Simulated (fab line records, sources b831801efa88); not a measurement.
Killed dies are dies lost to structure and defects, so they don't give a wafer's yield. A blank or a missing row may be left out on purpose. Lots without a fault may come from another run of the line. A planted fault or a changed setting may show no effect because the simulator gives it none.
Which tool did it? | flow gf180mcu | 13 lots, 39 wafers sampled, at 3 steps of a route of 602

WHAT THE GAUGES READ, wafer by wafer
GF_STI_THK_MEAS_22. Usual: STI_OXIDATION_01_THK 15.05 nm, standard deviation 0.28.
lot  | measured    | on            | STI_OXIDATION_01_THK (nm) | flag
L943 | day 2 04:08 | film_metro-01 | 15.26 15.31 14.94         |
L944 | day 2 08:39 | film_metro-04 | 15.48 15.31 15.54         |
L945 | day 2 13:42 | film_metro-04 | 15.69 15.45 15.65         |
L948 | day 3 05:11 | film_metro-01 | 14.78 14.79 15.04         |
L949 | day 3 10:16 | film_metro-01 | 14.93 14.89 14.75         |
L950 | day 3 14:55 | film_metro-01 | 15.13 15.22 15.09         |
L951 | day 3 21:54 | film_metro-04 | 14.70 14.55 14.87         |
L952 | day 4 01:05 | film_metro-01 | 15.46 15.49 15.49         |
L954 | day 4 12:18 | film_metro-01 | 15.32 15.30 15.34         |
L955 | day 4 16:35 | film_metro-02 | 15.00 14.85 15.05         |
L957 | day 5 02:54 | film_metro-04 | 14.91 14.86 14.84         |
L958 | day 5 08:29 | film_metro-02 | 14.84 14.80 14.60         |
L959 | day 5 14:37 | film_metro-02 | 14.96 14.78 14.47         |

GF_STI_THK_MEAS_30. Usual: STI_OXIDATION_02_THK 10.07 nm, standard deviation 0.28.
lot  | measured    | on            | STI_OXIDATION_02_THK (nm) | flag
L943 | day 2 07:23 | film_metro-04 | 10.41 10.39 10.50         |
L944 | day 2 11:11 | film_metro-01 | 10.25 10.12 10.31         |
L945 | day 2 16:42 | film_metro-04 | 10.06 10.07 10.03         |
L948 | day 3 07:44 | film_metro-02 | 10.05 10.19 10.16         |
L949 | day 3 13:43 | film_metro-02 | 10.25 10.34 10.28         |
L950 | day 3 17:24 | film_metro-01 | 10.44 10.52 10.50         |
L951 | day 4 00:43 | film_metro-04 | 10.15 10.06 10.35         |
L952 | day 4 04:06 | film_metro-04 | 9.65 9.89 9.71            |
L954 | day 4 15:51 | film_metro-01 | 10.27 10.26 10.49         |
L955 | day 4 19:29 | film_metro-04 | 10.35 10.37 10.30         |
L957 | day 5 05:23 | film_metro-01 | 9.98 9.82 9.66            |
L958 | day 5 11:26 | film_metro-02 | 9.77 9.63 9.69            |
L959 | day 5 17:06 | film_metro-04 | 10.03 9.94 9.99           |

WHICH TOOL RAN EACH LOT (tool, then ch and the chambers of the sampled wafers, then the start)
lot  | GF_STI_ETCH_13
L943 | rie_diel-02 ch 0,1,2, day 2 02:24
L944 | rie_diel-04 ch 0,1,3, day 2 06:39
L945 | rie_diel-04 ch 0,2, day 2 11:58
L948 | rie_diel-04 ch 1,2,3, day 3 03:25
L949 | rie_diel-01 ch 0,3, day 3 08:12
L950 | rie_diel-01 ch 0,1,3, day 3 13:10
L951 | rie_diel-04 ch 1,2, day 3 20:00
L952 | rie_diel-01 ch 1,2,3, day 3 23:10
L954 | rie_diel-04 ch 0,1,3, day 4 10:31
L955 | rie_diel-04 ch 0,2, day 4 14:51
L957 | rie_diel-02 ch 1,2, day 5 01:04
L958 | rie_diel-04 ch 0,1, day 5 06:43
L959 | rie_diel-01 ch 0,1, day 5 12:51
- GF_STI_ETCH_13: etches the open film in CHF3/O2, stops on Si, target depth 282.31 nm, time 112.9 s.

WHAT THE TOOLS THEMSELVES READ (means of the sampled wafers that have a number; where no wafer has one, the mark that the record gives instead)
GF_STI_ETCH_13. Usual: bias_w 200.0 W, standard deviation 0.59; chamber_pressure_mTorr 40.00 mTorr, standard deviation 0.035; drypump_motor_current_A 5.8 A, standard deviation 0.51; oes_product_au 0.834 a.u., standard deviation 0.0055; throttle_valve_pct 8.810 %, standard deviation 0.0099.
lot  | tool        | bias_w (W) | chamber_pressure_mTorr (mTorr) | drypump_motor_current_A (A) | oes_product_au (a.u.) | throttle_valve_pct (%) | flag
L943 | rie_diel-02 | 200.2      | 39.99                          | 6.0                         | 0.833                 | 8.805                  |
L944 | rie_diel-04 | 200.1      | 40.02                          | 5.3                         | 0.834                 | 8.815                  |
L945 | rie_diel-04 | 200.9      | 40.03                          | 5.2                         | 0.834                 | 8.812                  |
L948 | rie_diel-04 | 200.0      | 40.00                          | 5.4                         | 0.842                 | 8.816                  |
L949 | rie_diel-01 | 200.0      | 40.02                          | 5.9                         | 0.825                 | 8.815                  |
L950 | rie_diel-01 | 200.3      | 39.99                          | 5.9                         | 0.834                 | 8.806                  |
L951 | rie_diel-04 | 200.5      | 39.99                          | 5.3                         | 0.833                 | 8.813                  |
L952 | rie_diel-01 | 200.4      | 40.02                          | 6.0                         | 0.828                 | 8.814                  |
L954 | rie_diel-04 | 200.0      | 40.02                          | 5.4                         | 0.832                 | 8.809                  |
L955 | rie_diel-04 | 200.2      | 39.98                          | 5.2                         | 0.839                 | 8.810                  |
L957 | rie_diel-02 | 200.2      | 40.00                          | 6.2                         | 0.830                 | 8.821                  |
L958 | rie_diel-04 | 199.3      | 40.00                          | 5.1                         | 0.833                 | 8.815                  |
L959 | rie_diel-01 | 199.8      | 39.99                          | 5.9                         | 0.831                 | 8.803                  |

THE ANSWER, worked out from the rows above alone
Rule: a lot is off if the mean of its wafers that have a number lies more than 3 standard deviations from the usual mean. A lot without any number at a reading at which 4 lots or more have one is off too. The other lots that the step has rows for count as sound. The gauges are gone through in route order, then the tools' own readings, and for those a lot's mean is taken as printed above. The first step at which some lot is off is used, and at that step the reading that is off furthest; a lot without a number counts as furthest.
No lot is off at any reading shown: from this, nothing can be told.

WHAT THE SIMULATOR HAD PUT IN
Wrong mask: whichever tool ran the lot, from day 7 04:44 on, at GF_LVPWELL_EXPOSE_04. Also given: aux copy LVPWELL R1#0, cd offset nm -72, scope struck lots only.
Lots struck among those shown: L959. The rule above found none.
